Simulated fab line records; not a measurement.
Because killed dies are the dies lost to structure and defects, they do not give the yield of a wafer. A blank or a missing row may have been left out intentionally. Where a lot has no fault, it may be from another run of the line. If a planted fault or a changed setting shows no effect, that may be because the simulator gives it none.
Struck lot and sound lot, side by side | flow sky130 | 14 steps out of a route of 708
Sound: the wafers L258.2, L258.3, L258.6. Wafers struck: L268.1, L268.4, L268.5. At the end, the cause is stated.
Each step with rows lists, per side, the tool, then ch with its chambers, then its first start. Under that, the readings that differ: sound wafers | struck wafers | difference of the means | sigmas: that difference in standard deviations of wafers without a fault.
alike: same words and numbers on both sides, and readings whose means sit less than 2 such deviations apart. not compared: any withheld reading, any reading some wafer has no value for, any bound like >300 that may hide the same value, and any number with overlapping values for which the record gives no deviation.
A row with sigmas, a row that says differs or no value, or rows on one side alone: a step with any of these is where the two part. When numbers do not overlap yet have no deviation, they are printed without sigmas and do not part them. Lack of a reading on every wafer of one side parts them only where that side has two or more wafers.

first, 8 steps without rows for these wafers: SKY_CONTACT_DEHYDRATE_06 (time 60 s); SKY_CONTACT_HMDS_07 (prime time 60 s); SKY_CONTACT_COAT_08 (resist thk 60 nm); SKY_CONTACT_COAT_09 (resist thk 450 nm); SKY_CONTACT_SOFTBAKE_10 (time 90 s); SKY_CONTACT_EXPOSE_11 (exposes mask CTM1, target cd 170 nm); SKY_CONTACT_PEB_12; SKY_CONTACT_DEVELOP_13 (develop time 60 s).
SKY_CONTACT_CD_MEAS_14: the cd target is 170 nm.
  sound on cdSem-02 at day 32 17:26; struck on cdSem-01 at day 35 11:19
  alike: cdNm
SKY_CONTACT_OVL_MEAS_15:
  sound on overlay-01 at day 32 17:33; struck on overlay-02 at day 35 11:26
  alike: CONTACT_OVL
SKY_CONTACT_ETCH_16: etches BARC in N2/H2, stops on SiO2, time 45.9 s, target depth 60 nm.
  sound on rieDiel-03 ch 2,3, day 32 17:35; struck on rieDiel-03 ch 2,3, day 35 11:28
  alike: drypumpMotorCurrentA, h2FlowSccm, oesProductAu, rfFwdPowerW, throttleValvePct
  not compared: rfHoursCounterH
SKY_CONTACT_ETCH_17: etches SiO2 in C4F8/O2/Ar, stops on Si3N4, target depth 340 nm.
  sound on rieDiel-03 ch 2,3, day 32 17:37; struck on rieDiel-03 ch 2,3, day 35 11:31
  alike: oesProductAu, rfFwdPowerW
SKY_CONTACT_ETCH_18: etches Si3N4 in CHF3/O2, stops on TiN, time 39 s, target depth 75 nm.
  sound on rieDiel-03 ch 2,3, day 32 17:00; struck on rieDiel-03 ch 2,3, day 35 11:00
reading                                       | sound             | struck            | difference | sigmas
rfFwdPowerW (W)                               | 596.4 595.6 592.9 | 498.4 496.9 495.0 | -98.2      | -38
model.KrF-thick_of_CONTACT_COAT_09.thkNm (nm) | 245.6 239.2 239.5 | 245.7 251 246.3   | +6.2       | 
  alike: drypumpMotorCurrentA, oesProductAu, throttleValvePct
  not compared: rfHoursCounterH
SKY_CONTACT_STRIP_19: strips in O2/N2.
  sound on plasmaAsher-01 ch 0, day 32 17:43; struck on plasmaAsher-02 ch 0,1, day 35 11:36
reading                  | sound             | struck            | difference | sigmas
drypumpMotorCurrentA (A) | 6.4 6.4 6.4       | 5.4 5.5 5.4       | -1.0       | -2
stripTimeToEndpointS (s) | 3.653 3.570 3.575 | 3.644 3.702 3.662 | +0.070     | +3
  alike: oesProductAu
  not compared: rfHoursCounterH

WHERE THEY PART
Earliest at SKY_CONTACT_ETCH_18; latest, in this record, at SKY_CONTACT_STRIP_19.

WHY: the cause the simulator had injected
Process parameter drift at SKY_CONTACT_ETCH_18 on rieDiel-03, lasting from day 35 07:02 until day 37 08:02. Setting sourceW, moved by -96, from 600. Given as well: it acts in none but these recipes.
